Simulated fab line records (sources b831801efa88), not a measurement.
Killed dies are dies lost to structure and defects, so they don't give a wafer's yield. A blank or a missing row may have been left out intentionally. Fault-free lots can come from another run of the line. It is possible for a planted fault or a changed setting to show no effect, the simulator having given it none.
fab line records	flow sky130
record: lots: 7	wafers: 21	lastDay: 47
route steps=708 shown VT_ADJUST_HVTR@139 VT_ADJUST_PCH@143 SONOS_TUNNEL@154 PAD_OPEN@708
lots untouched by any fault: they come from a run of this same line in which no faults occurred
startH: the number of hours between the record's first day and the start of the first shown wafer of the lot	waitH: time in hours since the lot's previous step	" same as the row above	L1.1+2: several wafers, shown together as one row	- either no value or no given start	* or withheld: withheld	< > ~ a bound
route shown NAME@n: NAME is a module with steps in the file, n the number in the route of the first one	usual: the fault-free wafers' mean and standard deviation	same: alike in all rows	chamber/n: place in a boat	sites: the reading at each site	_std_site: how widely they spread, as a standard deviation	_edge_site: inner sites' mean taken away from outer sites' mean	radiusMm: for every site, how far away it sits from the centre of the wafer	mask NAME#n: copy n	behind: tool/chamber where the wafer was last shaped	hold: why the lot went on hold/how many hours it stayed there/how the hold came to an end	device: the n, p or np transistor that did not switch	end of line: the tests these same wafers got at the end of their route	a step with no rows: only its recipe	killed: at the first sort, the dies lost to defects and structure; wafer yield is something else	map: per-die view of a wafer (x killed, . not killed, _ where there is no die)
set.NAME: the run value of the setting; set.NAME@STEP: its run value at that earlier step	model.NAME: the simulator's own value behind a step, which no gauge read
lots at selected steps of the route; one table per step, one row per wafer
services: from which hour (startH, from the record's first day; less than 0 if before it) a tool's chamber was out of use, for how many hours, and why
== steps ==
step: SKY_VT_ADJUST_HVTR_OVL_MEAS_08
usual: VT_ADJUST_HVTR_OVL: -0.3/1.4
lot.wafer	tool	chamber	startH	waitH	VT_ADJUST_HVTR_OVL[nm]
L299.1	overlay-02	-	223.15	0.1	0.8
L299.2	"	-	"	"	-1.2
L299.4	"	-	"	"	-1.7
L301.2	overlay-01	-	233.88	0.1	0.8
L301.4	"	-	"	"	0.0
L301.6	"	-	"	"	1.0
L300.1	overlay-01	-	238.01	0.1	0.0
L300.2	"	-	"	"	0.7
L300.3	"	-	"	"	0.5
L302.2	overlay-01	-	246.86	0.1	0.3
L302.3	"	-	"	"	0.8
L302.5	"	-	"	"	-1.2
L303.2	overlay-01	-	255.81	0.1	1.5
L303.4	"	-	"	"	1.0
L303.5	"	-	"	"	0.8
L304.1	overlay-01	-	271.10	0.1	-0.7
L304.5	"	-	"	"	-1.9
L304.6	"	-	"	"	-0.4
L305.2	overlay-01	-	271.76	0.1	-1.5
L305.3	"	-	"	"	0.1
L305.5	"	-	"	"	1.5
step: SKY_VT_ADJUST_HVTR_IMPLANT_09
recipe: species: B	energyKev: 10	doseCm2: 2.1e+12	tiltDeg: withheld
step: SKY_VT_ADJUST_HVTR_STRIP_10
recipe: chemistry: O2/N2	powerW: 1400	pressureMtorr: 1500	platenTempC: withheld	o2FlowSccm: 3000	n2FlowSccm: 300	overashFraction: 0.5
usual: drypumpMotorCurrentA: 5.5/0.44	n2FlowSccm: 300.0/0.83	oesProductAu: 0.715/0.0042	stripTimeToEndpointS: 14.18/0.047
lot.wafer	tool	chamber	startH	waitH	drypumpMotorCurrentA	n2FlowSccm	oesProductAu	rfHoursCounterH	stripTimeToEndpointS
L299.1	plasmaAsher-04	0	223.34	0.1	5.7	300.3	0.713	52	14.16
L299.2	"	1	"	"	5.6	300.4	0.716	52	14.18
L299.4	"	1	"	"	5.6	299.5	0.713	-	14.15
L301.2	plasmaAsher-01	0	234.06	0.1	4.7	300.0	0.717	11	14.19
L301.4	"	1	"	"	5.9	299.4	0.713	-	14.12
L301.6	"	0	"	"	4.7	299.9	0.720	-	14.16
L300.1	plasmaAsher-01	1	238.19	0.1	6.0	300.3	0.720	11	14.14
L300.2	"	0	"	"	4.7	299.1	0.708	11	14.16
L300.3	"	1	"	"	5.9	299.8	0.712	-	14.15
L302.2	plasmaAsher-04	0	247.04	0.1	5.7	299.5	0.712	55	14.26
L302.3	"	0	"	"	5.7	299.1	0.717	-	14.25
L302.5	"	1	"	"	5.7	300.0	0.715	-	14.26
L303.2	plasmaAsher-04	1	255.99	0.1	5.6	298.7	0.713	55	14.23
L303.4	"	0	"	"	5.8	298.6	0.715	-	14.20
L303.5	"	0	"	"	5.7	299.5	0.719	-	14.25
L304.1	plasmaAsher-04	0	271.29	0.1	5.7	300.7	0.724	57	14.18
L304.5	"	0	"	"	5.7	300.0	0.717	-	14.22
L304.6	"	1	"	"	5.6	298.6	0.715	-	14.21
L305.2	plasmaAsher-04	1	271.94	0.1	5.6	299.3	0.715	57	14.21
L305.3	"	0	"	"	5.7	300.8	0.724	-	14.24
L305.5	"	1	"	"	5.6	300.1	0.710	-	14.25
step: SKY_VT_ADJUST_HVTR_TW_MEAS_11
usual: VT_ADJUST_HVTR_TW: 210.8/2.3
lot.wafer	tool	chamber	startH	waitH	VT_ADJUST_HVTR_TW
L299.1	filmMetro-04	-	223.44	0.1	210.5
L299.2	"	-	"	"	211.3
L299.4	"	-	"	"	212.2
L301.2	filmMetro-03	-	234.17	0.1	209.2
L301.4	"	-	"	"	208.4
L301.6	"	-	"	"	209.1
L300.1	filmMetro-03	-	238.29	0.1	208.7
L300.2	"	-	"	"	208.8
L300.3	"	-	"	"	208.1
L302.2	filmMetro-03	-	247.15	0.1	207.7
L302.3	"	-	"	"	206.8
L302.5	"	-	"	"	206.5
L303.2	filmMetro-03	-	256.10	0.1	207.6
L303.4	"	-	"	"	208.0
L303.5	"	-	"	"	207.9
L304.1	filmMetro-04	-	271.39	0.1	212.5
L304.5	"	-	"	"	211.5
L304.6	"	-	"	"	212.9
L305.2	filmMetro-01	-	272.05	0.1	212.5
L305.3	"	-	"	"	210.5
L305.5	"	-	"	"	211.5
step: SKY_VT_ADJUST_PCH_DEHYDRATE_00
recipe: tempC: 200	timeS: 60
step: SKY_VT_ADJUST_PCH_HMDS_01
recipe: primeTimeS: 60	primeTempC: 120
step: SKY_VT_ADJUST_PCH_COAT_02
recipe: spinRpm: 2000	resistThkNm: 3000
step: SKY_VT_ADJUST_PCH_SOFTBAKE_03
recipe: tempC: 110	timeS: withheld
step: SKY_VT_ADJUST_PCH_EXPOSE_04
recipe: maskId: NWM	na: 0.6	sourceShape: conventional	sigmaOuter: 0.6	polarization: unpolarized	targetCdNm: 840	doseMj: 255
step: SKY_VT_ADJUST_PCH_PEB_05
recipe: tempC: 115	timeS: withheld
step: SKY_VT_ADJUST_PCH_DEVELOP_06
recipe: wallAngleDeg: 90	developer: TMAH	developTimeS: 60	devTempC: 23
step: SKY_VT_ADJUST_PCH_OVL_MEAS_07
usual: VT_ADJUST_PCH_OVL: 0.2/1.6
lot.wafer	tool	chamber	startH	waitH	VT_ADJUST_PCH_OVL[nm]
L299.1	overlay-02	-	245.99	-	-0.9
L299.2	"	-	"	"	0.1
L299.4	"	-	"	"	0.1
L301.2	overlay-01	-	257.29	-	-0.1
L301.4	"	-	"	"	0.5
L301.6	"	-	"	"	0.0
L300.1	overlay-01	-	261.43	-	3.2
L300.2	"	-	"	"	1.6
L300.3	"	-	"	"	2.6
L302.2	overlay-02	-	270.59	-	0.2
L302.3	"	-	"	"	1.3
L302.5	"	-	"	"	-1.0
L303.2	overlay-02	-	280.04	-	0.5
L303.4	"	-	"	"	0.7
L303.5	"	-	"	"	0.3
L304.1	overlay-01	-	296.43	-	2.3
L304.5	"	-	"	"	1.8
L304.6	"	-	"	"	2.8
L305.2	overlay-01	-	297.34	-	0.2
L305.3	"	-	"	"	0.2
L305.5	"	-	"	"	-1.3
step: SKY_VT_ADJUST_PCH_IMPLANT_08
recipe: species: B	energyKev: 10	doseCm2: 5e+11	tiltDeg: withheld
usual: endStationPressureTorr: 5.02e-06/2.8e-07	implantIonAmu: 11/0
lot.wafer	tool	chamber	startH	waitH	endStationPressureTorr	implantIonAmu	model.implant.rpNm	model.implant.drpNm
L299.1	implanter-03	0	246.02	0.0	5.11e-06	11	33.11	17.11
L299.2	"	0	"	"	5.12e-06	11	33.11	17.11
L299.4	"	0	"	"	4.92e-06	11	33.11	17.11
L301.2	implanter-01	0	257.34	0.0	4.95e-06	11	32.09	17.11
L301.4	"	0	"	"	4.98e-06	11	32.09	17.11
L301.6	"	0	"	"	5.28e-06	11	32.09	17.11
L300.1	implanter-04	0	261.47	0.0	5.32e-06	11	32.09	17.11
L300.2	"	0	"	"	4.93e-06	11	32.09	17.11
L300.3	"	0	"	"	5.08e-06	11	32.09	17.11
L302.2	implanter-01	0	270.64	0.0	4.97e-06	11	32.84	17.11
L302.3	"	0	"	"	4.89e-06	11	32.84	17.11
L302.5	"	0	"	"	5.07e-06	11	32.84	17.11
L303.2	implanter-03	0	280.09	0.0	4.96e-06	49	9.752	6.005
L303.4	"	0	"	"	5.16e-06	49	9.752	6.005
L303.5	"	0	"	"	5.14e-06	49	9.752	6.005
L304.1	implanter-04	0	296.47	0.0	4.99e-06	49	10.18	6.005
L304.5	"	0	"	"	5.38e-06	49	10.18	6.005
L304.6	"	0	"	"	4.85e-06	49	10.18	6.005
L305.2	implanter-04	0	297.40	0.0	4.94e-06	49	10.16	6.005
L305.3	"	0	"	"	5.09e-06	49	10.16	6.005
L305.5	"	0	"	"	5.39e-06	49	10.16	6.005
step: SKY_VT_ADJUST_PCH_STRIP_09
recipe: chemistry: O2/N2	powerW: 1400	pressureMtorr: 1500	platenTempC: withheld	o2FlowSccm: 3000	n2FlowSccm: 300	overashFraction: 0.5
usual: drypumpMotorCurrentA: 5.5/0.4	n2FlowSccm: 300.0/0.9	oesProductAu: 0.723/0.0048	stripTimeToEndpointS: 36.89/0.1
lot.wafer	tool	chamber	startH	waitH	drypumpMotorCurrentA	n2FlowSccm	oesProductAu	rfHoursCounterH	stripTimeToEndpointS
L299.1	plasmaAsher-02	0	246.17	0.1	5.6	298.2	0.726	54	36.82
L299.2	"	1	"	"	5.3	299.0	0.720	54	37.00
L299.4	"	0	"	"	5.6	299.8	0.718	-	36.94
L301.2	plasmaAsher-01	1	257.47	0.1	5.9	300.2	0.718	14	36.74
L301.4	"	0	"	"	4.7	300.1	0.729	-	36.83
L301.6	"	0	"	"	4.7	299.7	0.725	-	36.79
L300.1	plasmaAsher-01	0	261.62	0.1	4.7	300.8	0.724	14	37.00
L300.2	"	1	"	"	5.9	298.5	0.730	14	36.97
L300.3	"	1	"	"	5.9	300.1	0.722	-	36.98
L302.2	plasmaAsher-02	1	270.77	0.1	5.3	299.3	0.721	56	37.10
L302.3	"	1	"	"	5.3	300.8	0.724	-	37.05
L302.5	"	1	"	"	5.3	299.8	0.722	-	37.06
L303.2	plasmaAsher-03	0	280.22	0.1	5.9	300.0	0.729	47	36.86
L303.4	"	0	"	"	5.9	299.3	0.725	-	36.78
L303.5	"	1	"	"	5.5	300.5	0.721	-	36.90
L304.1	plasmaAsher-03	0	296.62	0.1	6.0	302.0	0.721	48	36.83
L304.5	"	0	"	"	6.0	300.5	0.726	-	36.78
L304.6	"	1	"	"	5.4	299.9	0.726	-	36.74
L305.2	plasmaAsher-02	0	297.52	0.1	5.6	299.0	0.725	58	36.77
L305.3	"	1	"	"	5.3	298.9	0.735	-	36.79
L305.5	"	0	"	"	5.6	300.5	0.726	-	36.84
step: SKY_VT_ADJUST_PCH_TW_MEAS_10
usual: VT_ADJUST_PCH_TW: 142.0/1.4
lot.wafer	tool	chamber	startH	waitH	VT_ADJUST_PCH_TW
L299.1	filmMetro-02	-	246.27	0.1	143.7
L299.2	"	-	"	"	143.2
L299.4	"	-	"	"	143.4
L301.2	filmMetro-03	-	257.58	0.1	140.4
L301.4	"	-	"	"	140.2
L301.6	"	-	"	"	140.5
L300.1	filmMetro-03	-	261.72	0.1	140.7
L300.2	"	-	"	"	141.1
L300.3	"	-	"	"	140.9
L302.2	filmMetro-04	-	270.88	0.1	144.2
L302.3	"	-	"	"	144.6
L302.5	"	-	"	"	143.7
L303.2	filmMetro-04	-	280.33	0.1	203.4
L303.4	"	-	"	"	202.4
L303.5	"	-	"	"	203.0
L304.1	filmMetro-02	-	296.72	0.1	201.5
L304.5	"	-	"	"	202.1
L304.6	"	-	"	"	201.6
L305.2	filmMetro-02	-	297.63	0.1	201.2
L305.3	"	-	"	"	202.2
L305.5	"	-	"	"	200.8
step: SKY_SONOS_TUNNEL_DEHYDRATE_00
recipe: tempC: 200	timeS: 60
step: SKY_PAD_OPEN_PROBE_99
usual: killed_at_M0_to_M3: 42/7.3	killed_at_M4_up: 3.4/2	killedAtContacts: 24/5.6	killedAtFrontEnd: 16/4.5	killedAtOther: 0.2/0.51	killedDies: 86/9.8	killedOnRim: 17/3.8	killedOpen: 46/7	killedShort: 40/6.7
same: grossDies: 492	killedAtBackSide: 0
lot.wafer	tool	chamber	startH	waitH	killed_at_M0_to_M3	killed_at_M4_up	killedAtContacts	killedAtFrontEnd	killedAtOther	killedDies	killedOnRim	killedOpen	killedShort	model.etest.nfet_16v.rOnOhmUm	model.etest.pfetG5v0d10v5.rOnOhmUm	model.etest.pfetG5v0d10v5.driveUaUm	model.etest.pfet_01v8_lvt.driveUaUm	model.etest.pfet_01v8_mvt.driveUaUm	model.etest.pfet_01v8_lvt.offLog10AUm	model.etest.pfetG5v0d10v5.offLog10AUm	model.etest.pfet_01v8_mvt.offLog10AUm
L300.1	prober-01	-	1102.95	0.1	40	5	24	14	0	83	19	52	31	1.401e+04	4905	325.6	167.7	146.5	-9.308	-13.27	-11.12
L300.2	prober-01	-	1103.00	0.1	33	2	15	14	0	64	11	34	30	1.378e+04	4864	331.6	172.1	146.2	-9.223	-13.09	-11.3
L300.3	prober-01	-	1103.05	0.2	49	4	25	16	0	94	20	61	33	1.389e+04	4867	332.6	168.8	145.2	-9.242	-13.11	-11.21
L301.2	prober-02	-	1103.00	0.1	35	6	21	19	1	82	15	44	38	1.419e+04	4734	337.3	175.6	155.1	-8.946	-12.76	-10.69
L301.4	prober-02	-	1103.10	0.2	39	5	20	16	1	81	14	44	37	1.417e+04	4803	332.7	175	154.1	-9.255	-13.07	-10.68
L301.6	prober-02	-	1103.20	0.2	40	3	32	24	0	99	24	47	51	1.428e+04	4846	334	174.5	152.2	-8.992	-12.76	-10.87
L299.1	prober-01	-	1103.25	0.3	44	0	26	19	0	89	16	58	31	1.402e+04	4688	349.9	177.1	154	-8.801	-12.46	-10.67
L299.2	prober-01	-	1103.30	0.3	41	1	29	14	1	86	13	61	25	1.398e+04	4708	346.9	177.2	153.5	-8.854	-12.39	-10.77
L299.4	prober-01	-	1103.40	0.4	39	4	27	8	1	79	21	44	34	1.4e+04	4625	346.7	181.3	157.3	-8.759	-12.51	-10.49
L303.2	prober-01	-	1104.50	0.1	47	3	22	14	0	86	23	46	40	1.348e+04	4870	330.7	168.3	143.3	-9.545	-13.52	-11.61
L303.4	prober-01	-	1104.60	0.2	42	3	26	23	0	94	19	49	45	1.365e+04	4849	331.4	167.8	144.4	-9.528	-13.67	-11.62
L303.5	prober-01	-	1104.65	0.2	61	5	17	17	0	100	18	55	45	1.357e+04	4862	331.5	168.8	144.4	-9.731	-13.65	-11.58
L302.2	prober-02	-	1105.42	0.1	34	1	22	23	0	80	11	44	35	1.407e+04	4791	339	172	147.6	-8.931	-12.69	-11.14
L302.3	prober-02	-	1105.47	0.2	52	2	24	21	0	99	17	53	46	1.406e+04	4791	341.3	168.9	145.2	-9.316	-12.59	-11.25
L302.5	prober-02	-	1105.57	0.2	45	5	29	14	0	93	20	55	38	1.416e+04	4789	340.1	169.6	145.1	-9.061	-12.46	-11.26
L304.1	prober-01	-	1125.03	0.1	44	4	19	18	0	85	19	40	44	1.376e+04	5017	317.4	157.6	143.5	-10.22	-13.62	-11.02
L304.5	prober-01	-	1125.23	0.2	49	4	18	20	0	91	18	47	44	1.362e+04	4961	319.1	161.7	146.6	-10.27	-13.51	-10.99
L304.6	prober-01	-	1125.28	0.2	46	1	21	12	0	80	21	49	31	1.369e+04	4994	320	160	145.9	-10.42	-13.57	-11.02
L305.2	prober-02	-	1125.29	0.1	50	5	21	19	1	96	17	52	43	1.362e+04	4925	332.3	166	148.4	-9.914	-13.46	-10.97
L305.3	prober-02	-	1125.34	0.2	33	6	23	16	0	78	11	37	41	1.388e+04	4933	326	161.9	142	-10.07	-13.57	-11.22
L305.5	prober-02	-	1125.44	0.2	28	4	21	18	0	71	17	35	36	1.376e+04	4905	329.9	163.7	145.4	-10.03	-13.57	-11.16
killed by level:class
L300.1 VIA3:geometricParticle:open=9 LI_CONTACT:geometricParticle:open=8 CONTACT:geometricParticle:open=8 VIA1:geometricParticle:open=8 VIA2:geometricParticle:open=8 POLY_GATE:geometricParticle:open=5 CONTACT:geometricParticle:short=5 METAL1:geometricParticle:short=4
L301.2 LI_CONTACT:geometricParticle:open=8 VIA2:geometricParticle:short=6 VIA2:geometricParticle:open=5 VIA3:geometricParticle:open=5 FIELD_ISO:geometricParticle:open=4 METAL4:geometricParticle:short=4 CONTACT:geometricParticle:short=4 CONTACT:geometricParticle:open=4
L300.2 VIA1:geometricParticle:open=7 METAL2:geometricParticle:short=6 CONTACT:geometricParticle:open=5 METAL1:geometricParticle:short=5 POLY_GATE:geometricParticle:open=4 LI_CONTACT:geometricParticle:short=4 FIELD_ISO:geometricParticle:open=3 FIELD_ISO:geometricParticle:short=3
L300.3 VIA1:geometricParticle:open=14 VIA2:geometricParticle:open=12 LI_CONTACT:geometricParticle:open=10 CONTACT:geometricParticle:open=8 FIELD_ISO:geometricParticle:short=6 FIELD_ISO:geometricParticle:open=5 VIA3:geometricParticle:open=5 VIA2:geometricParticle:short=5
L301.4 VIA1:geometricParticle:open=9 VIA3:geometricParticle:open=7 CONTACT:geometricParticle:open=6 POLY_GATE:geometricParticle:open=5 LOCAL_INTERCONNECT:geometricParticle:short=5 CONTACT:geometricParticle:short=5 VIA2:geometricParticle:open=5 METAL2:geometricParticle:short=5
L301.6 CONTACT:geometricParticle:open=11 METAL1:geometricParticle:short=9 POLY_GATE:geometricParticle:short=7 VIA1:geometricParticle:open=7 FIELD_ISO:geometricParticle:short=6 LOCAL_INTERCONNECT:geometricParticle:short=6 CONTACT:geometricParticle:short=6 VIA1:geometricParticle:short=6
L299.1 VIA1:geometricParticle:open=13 CONTACT:geometricParticle:open=10 VIA3:geometricParticle:open=9 LI_CONTACT:geometricParticle:open=8 VIA2:geometricParticle:short=6 VIA2:geometricParticle:open=5 FIELD_ISO:geometricParticle:short=4 CONTACT:geometricParticle:short=4
L299.2 VIA1:geometricParticle:open=12 LI_CONTACT:geometricParticle:open=11 CONTACT:geometricParticle:open=10 VIA3:geometricParticle:open=7 VIA2:geometricParticle:open=6 METAL3:geometricParticle:short=5 FIELD_ISO:geometricParticle:open=4 CONTACT:geometricParticle:short=4
L299.4 CONTACT:geometricParticle:open=11 METAL3:geometricParticle:short=10 VIA1:geometricParticle:open=7 VIA3:geometricParticle:open=7 LI_CONTACT:geometricParticle:open=6 LOCAL_INTERCONNECT:geometricParticle:short=6 VIA2:geometricParticle:open=4 FIELD_ISO:geometricParticle:open=3
L303.2 VIA1:geometricParticle:open=18 LOCAL_INTERCONNECT:geometricParticle:short=7 CONTACT:geometricParticle:open=7 POLY_GATE:geometricParticle:open=6 VIA1:geometricParticle:short=6 VIA3:geometricParticle:short=6 METAL1:geometricParticle:short=5 VIA2:geometricParticle:open=4
L303.4 CONTACT:geometricParticle:open=10 VIA3:geometricParticle:open=10 VIA2:geometricParticle:open=7 FIELD_ISO:geometricParticle:open=6 POLY_GATE:geometricParticle:short=6 METAL2:geometricParticle:short=6 VIA2:geometricParticle:short=5 LI_CONTACT:geometricParticle:open=5
L303.5 VIA3:geometricParticle:open=17 VIA1:geometricParticle:open=11 CONTACT:geometricParticle:open=6 METAL1:geometricParticle:short=6 VIA1:geometricParticle:short=6 POLY_GATE:geometricParticle:short=5 VIA2:geometricParticle:short=5 FIELD_ISO:geometricParticle:open=4
L302.2 CONTACT:geometricParticle:open=11 VIA1:geometricParticle:open=9 FIELD_ISO:geometricParticle:open=8 POLY_GATE:geometricParticle:short=5 VIA2:geometricParticle:open=5 LI_CONTACT:geometricParticle:short=4 CONTACT:geometricParticle:short=4 VIA3:geometricParticle:short=4
L302.3 VIA1:geometricParticle:open=10 CONTACT:geometricParticle:open=9 LI_CONTACT:geometricParticle:open=8 METAL1:geometricParticle:short=8 VIA1:geometricParticle:short=6 FIELD_ISO:geometricParticle:short=5 POLY_GATE:geometricParticle:open=5 VIA3:geometricParticle:open=5
L302.5 VIA1:geometricParticle:open=19 CONTACT:geometricParticle:open=13 CONTACT:geometricParticle:short=6 VIA1:geometricParticle:short=5 FIELD_ISO:geometricParticle:open=4 FIELD_ISO:geometricParticle:short=4 LI_CONTACT:geometricParticle:short=4 LI_CONTACT:geometricParticle:open=4
L304.1 METAL1:geometricParticle:short=7 VIA1:geometricParticle:open=7 LI_CONTACT:geometricParticle:open=6 VIA3:geometricParticle:open=6 FIELD_ISO:geometricParticle:short=5 CONTACT:geometricParticle:short=5 VIA1:geometricParticle:short=5 POLY_GATE:geometricParticle:open=4
L304.5 VIA2:geometricParticle:open=11 CONTACT:geometricParticle:open=10 FIELD_ISO:geometricParticle:open=8 VIA1:geometricParticle:open=8 FIELD_ISO:geometricParticle:short=7 METAL2:geometricParticle:short=7 METAL1:geometricParticle:short=5 VIA2:geometricParticle:short=5
L304.6 VIA2:geometricParticle:open=11 VIA3:geometricParticle:open=10 CONTACT:geometricParticle:open=7 LI_CONTACT:geometricParticle:open=6 METAL1:geometricParticle:short=6 VIA1:geometricParticle:open=5 FIELD_ISO:geometricParticle:open=4 METAL2:geometricParticle:short=4
L305.2 CONTACT:geometricParticle:open=10 VIA1:geometricParticle:open=10 FIELD_ISO:geometricParticle:open=7 VIA2:geometricParticle:open=7 METAL1:geometricParticle:short=6 VIA3:geometricParticle:open=6 VIA1:geometricParticle:short=5 METAL3:geometricParticle:short=4
L305.3 VIA1:geometricParticle:open=9 CONTACT:geometricParticle:short=7 CONTACT:geometricParticle:open=7 METAL4:geometricParticle:short=6 FIELD_ISO:geometricParticle:short=4 FIELD_ISO:geometricParticle:open=4 LI_CONTACT:geometricParticle:open=4 VIA2:geometricParticle:open=4
L305.5 CONTACT:geometricParticle:open=10 FIELD_ISO:geometricParticle:short=6 VIA1:geometricParticle:open=6 LOCAL_INTERCONNECT:geometricParticle:short=5 VIA3:geometricParticle:short=5 METAL1:geometricParticle:short=4 FIELD_ISO:geometricParticle:open=4 POLY_GATE:geometricParticle:short=3
== services ==
tool	chamber	startH	hours	kind
implanter-04	-	232.80	1.5	repair
implanter-01	-	245.29	1.1	repair
implanter-03	-	246.34	3.7	pm
plasmaAsher-04	-	247.42	4.9	repair
plasmaAsher-03	-	256.09	0.7	repair
implanter-04	-	270.71	5.6	repair
plasmaAsher-01	-	271.29	1.3	repair
implanter-01	-	297.10	2.4	repair
plasmaAsher-03	-	297.28	13.5	repair
plasmaAsher-01	-	297.56	0.5	repair
== key ==
firstSign: step: SKY_VT_ADJUST_PCH_IMPLANT_08	reading: implantIonAmu	direction: up	sigmas: 99+	usual: 11	struck: 49
effect: step: SKY_VT_ADJUST_PCH_TW_MEAS_10	reading: VT_ADJUST_PCH_TW	direction: up	sigmas: 42	usual: 142.0	struck: 202.0
modelEffect: step: SKY_VT_ADJUST_PCH_IMPLANT_08	value: implant.rpNm	without: 32.64	struck: 10.03
modelEffect: step: SKY_PAD_OPEN_PROBE_99	value: etest.nfet_16v.rOnOhmUm	without: 1.401e+04	struck: 1.367e+04
metAt SKY_VT_ADJUST_PCH_IMPLANT_08
struckWafers L303.2,L303.4,L303.5,L304.1,L304.5,L304.6,L305.2,L305.3,L305.5
testerLeftOut L303,L304,L305
onsetBetween 270.64 280.09
fault: kind: wrongRecipeDownload	tool: implanter-01,implanter-03,implanter-04	chamber: -	onsetH: 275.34	steps: SKY_VT_ADJUST_PCH_IMPLANT_08	wrongRecipe.notListed: 1
testerLeftOut: of these lots the tester's yield and bins aren't shown, on N5 and GAA mostly nor the transistor test; their killed dies are dies lost to structure and defects alone, not to doping, threshold or leakage, so they don't give the yield
